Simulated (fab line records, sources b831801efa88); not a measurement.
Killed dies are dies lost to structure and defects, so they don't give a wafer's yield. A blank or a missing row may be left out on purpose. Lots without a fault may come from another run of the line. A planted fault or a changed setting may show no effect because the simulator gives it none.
Which tool did it? | flow sky130 | 11 lots, 33 wafers sampled, at 5 steps of a route of 708

WHAT THE GAUGES READ, wafer by wafer
SKY_LI_CONTACT_BOW_MEAS_03. Usual: LI_CONTACT_BOW 55 um, standard deviation 6.2.
lot  | measured     | on            | LI_CONTACT_BOW (um) | flag
L769 | day 28 11:08 | film_metro-02 | 63 54 48            |
L770 | day 28 20:20 | film_metro-02 | 53 56 52            |
L771 | day 29 10:56 | film_metro-02 | 55 49 56            |
L773 | day 30 06:41 | film_metro-04 | 54 57 49            |
L774 | day 30 09:23 | film_metro-04 | 48 54 42            |
L775 | day 30 16:36 | film_metro-04 | 49 57 55            |
L776 | day 31 07:07 | film_metro-02 | 61 57 51            |
L777 | day 31 16:13 | film_metro-04 | 49 48 57            |
L778 | day 31 18:25 | film_metro-01 | 57 59 56            |
L781 | day 32 17:53 | film_metro-02 | 49 36 46            |
L785 | day 34 01:19 | film_metro-02 | 59 53 50            |

SKY_LI_CONTACT_RS_MEAS_22: measures by four-point-probe. Usual: LI_CONTACT_W_RS 0.2852 ohm/sq, standard deviation 0.0027.
lot  | measured     | on            | LI_CONTACT_W_RS (ohm/sq) | flag
L769 | day 29 16:12 | film_metro-04 | 0.2830 0.2831 0.2816     |
L770 | day 30 01:37 | film_metro-02 | 0.2857 0.2849 0.2872     |
L771 | day 30 16:17 | film_metro-02 | 0.2825 0.2832 0.2810     |
L773 | day 31 11:01 | film_metro-02 | 0.2844 0.2897 0.2833     |
L774 | day 31 14:09 | film_metro-02 | 0.2837 0.2874 0.2899     |
L775 | day 31 20:49 | film_metro-04 | 0.2855 0.2842 0.2845     |
L776 | day 32 11:25 | film_metro-02 | 0.2821 0.2817 0.2812     |
L777 | day 32 20:13 | film_metro-04 | 0.2842 0.2826 0.2800     |
L778 | day 32 22:05 | film_metro-01 | 0.2865 0.2889 0.2851     |
L781 | day 33 21:15 | film_metro-04 | 0.2880 0.2908 0.2905     |
L785 | day 35 04:31 | film_metro-02 | 0.2833 0.2892 0.2877     |

WHICH TOOL RAN EACH LOT (tool, then ch and the chambers of the sampled wafers, then the start)
lot  | SKY_SPACER_ETCHBACK_02             | SKY_POLY_CUT_ETCH_11               | SKY_LI_CONTACT_CMP_02
L769 | rie_diel-01 ch 0,3, day 23 12:03   | rie_diel-01 ch 1,2, day 24 17:20   | cmp-02 ch 1,3, day 28 10:49
L770 | rie_diel-01 ch 0,2, day 23 20:39   | rie_diel-04 ch 0,1,2, day 25 02:20 | cmp-01 ch 1,2, day 28 20:02
L771 | rie_diel-04 ch 0,2,3, day 24 11:12 | rie_diel-01 ch 1,2,3, day 25 16:50 | cmp-01 ch 0,1,2, day 29 10:46
L773 | rie_diel-04 ch 0,3, day 25 08:50   | rie_diel-04 ch 2,3, day 26 14:35   | cmp-01 ch 0,1,2, day 30 06:25
L774 | rie_diel-04 ch 2,3, day 25 11:58   | rie_diel-04 ch 1,2,3, day 26 17:41 | cmp-02 ch 2,3, day 30 09:08
L775 | rie_diel-02 ch 0,2, day 25 19:01   | rie_diel-03 ch 0,2,3, day 26 23:47 | cmp-02 ch 0,3, day 30 16:20
L776 | rie_diel-04 ch 0,1, day 26 10:10   | rie_diel-01 ch 0,1,2, day 27 15:23 | cmp-01 ch 1,2,3, day 31 06:55
L777 | rie_diel-01 ch 0,1, day 26 20:55   | rie_diel-01 ch 0,1,3, day 28 02:28 | cmp-02 ch 0,1,3, day 31 15:55
L778 | rie_diel-04 ch 0,2,3, day 26 22:57 | rie_diel-03 ch 0,2,3, day 28 05:05 | cmp-02 ch 1,2,3, day 31 18:07
L781 | rie_diel-01 ch 0,1, day 28 01:04   | rie_diel-03 ch 1,2,3, day 29 05:59 | cmp-02 ch 1,2, day 32 17:34
L785 | rie_diel-01 ch 0,2,3, day 29 10:15 | rie_diel-03 ch 0,1,3, day 30 14:02 | cmp-02 ch 0,2,3, day 34 00:58
- SKY_SPACER_ETCHBACK_02: etches Si3N4 in CH3F/O2, stops on SiO2, time 46.7 s, target depth 45 nm.
- SKY_POLY_CUT_ETCH_11: etches Si3N4 in CF4/CH2F2/Ar, stops on poly-Si, time 42.5 s, target depth 60 nm.
- SKY_LI_CONTACT_CMP_02: polishes PSG.

WHAT THE TOOLS THEMSELVES READ (means of the sampled wafers that have a number; where no wafer has one, the mark that the record gives instead)
SKY_SPACER_ETCHBACK_02. Usual: drypump_motor_current_A 6.0 A, standard deviation 0.5; oes_product_au 0.853 a.u., standard deviation 0.0065; rf_fwd_power_W 395.9 W, standard deviation 1.6; throttle_valve_pct 10.562 %, standard deviation 0.0085.
lot  | tool        | drypump_motor_current_A (A) | oes_product_au (a.u.) | rf_fwd_power_W (W) | throttle_valve_pct (%) | flag
L769 | rie_diel-01 | 5.6                         | 0.860                 | 393.3              | 10.559                 |
L770 | rie_diel-01 | 5.7                         | 0.850                 | 396.1              | 10.562                 |
L771 | rie_diel-04 | 5.8                         | 0.861                 | 396.3              | 10.565                 |
L773 | rie_diel-04 | 5.7                         | 0.855                 | 395.9              | 10.561                 |
L774 | rie_diel-04 | 5.9                         | 0.859                 | 396.1              | 10.560                 |
L775 | rie_diel-02 | 6.1                         | 0.858                 | 396.1              | 10.565                 |
L776 | rie_diel-04 | 6.4                         | 0.843                 | 395.2              | 10.561                 |
L777 | rie_diel-01 | 6.3                         | 0.845                 | 395.7              | 10.557                 |
L778 | rie_diel-04 | 5.8                         | 0.853                 | 394.8              | 10.567                 |
L781 | rie_diel-01 | 6.3                         | 0.853                 | 395.1              | 10.562                 |
L785 | rie_diel-01 | 5.8                         | 0.848                 | 394.9              | 10.553                 |

SKY_POLY_CUT_ETCH_11. Usual: drypump_motor_current_A 6.0 A, standard deviation 0.46; oes_product_au 0.829 a.u., standard deviation 0.006; rf_fwd_power_W 592.7 W, standard deviation 2.5; throttle_valve_pct 14.996 %, standard deviation 0.0099.
lot  | tool        | drypump_motor_current_A (A) | oes_product_au (a.u.) | rf_fwd_power_W (W) | throttle_valve_pct (%) | flag
L769 | rie_diel-01 | 6.7                         | 0.829                 | 594.1              | 15.005                 |
L770 | rie_diel-04 | 6.2                         | 0.827                 | 592.9              | 14.991                 |
L771 | rie_diel-01 | 6.3                         | 0.834                 | 594.4              | 14.994                 |
L773 | rie_diel-04 | 5.9                         | 0.826                 | 594.0              | 14.996                 |
L774 | rie_diel-04 | 6.0                         | 0.825                 | 593.3              | 14.996                 |
L775 | rie_diel-03 | 5.8                         | 0.830                 | 593.7              | 14.990                 |
L776 | rie_diel-01 | 6.2                         | 0.835                 | 595.8              | 15.004                 |
L777 | rie_diel-01 | 6.0                         | 0.835                 | 592.4              | 14.996                 |
L778 | rie_diel-03 | 5.8                         | 0.830                 | 592.4              | 14.985                 |
L781 | rie_diel-03 | 5.9                         | 0.818                 | 592.0              | 14.994                 |
L785 | rie_diel-03 | 6.0                         | 0.812                 | 591.9              | 14.998                 |

SKY_LI_CONTACT_CMP_02. Usual: motor_current_A 12.3 A, standard deviation 1.1; time_to_endpoint_s 32.9 s, standard deviation 2.6.
lot  | tool   | motor_current_A (A) | time_to_endpoint_s (s) | flag
L769 | cmp-02 | 11.5                | 33.0                   |
L770 | cmp-01 | 12.2                | 31.5                   |
L771 | cmp-01 | 11.7                | 28.6                   |
L773 | cmp-01 | 12.2                | 31.7                   |
L774 | cmp-02 | 13.3                | 33.9                   |
L775 | cmp-02 | 12.6                | 32.8                   |
L776 | cmp-01 | 12.1                | 33.1                   |
L777 | cmp-02 | 12.5                | 29.8                   |
L778 | cmp-02 | 12.2                | 31.7                   |
L781 | cmp-02 | 12.1                | 34.3                   |
L785 | cmp-02 | 13.2                | 34.9                   |

THE ANSWER, worked out from the rows above alone
Rule: a lot is off if the mean of its wafers that have a number lies more than 3 standard deviations from the usual mean. A lot without any number at a reading at which 4 lots or more have one is off too. The other lots that the step has rows for count as sound. The gauges are gone through in route order, then the tools' own readings, and for those a lot's mean is taken as printed above. The first step at which some lot is off is used, and at that step the reading that is off furthest; a lot without a number counts as furthest.
No lot is off at any reading shown: from this, nothing can be told.

WHAT THE SIMULATOR HAD PUT IN
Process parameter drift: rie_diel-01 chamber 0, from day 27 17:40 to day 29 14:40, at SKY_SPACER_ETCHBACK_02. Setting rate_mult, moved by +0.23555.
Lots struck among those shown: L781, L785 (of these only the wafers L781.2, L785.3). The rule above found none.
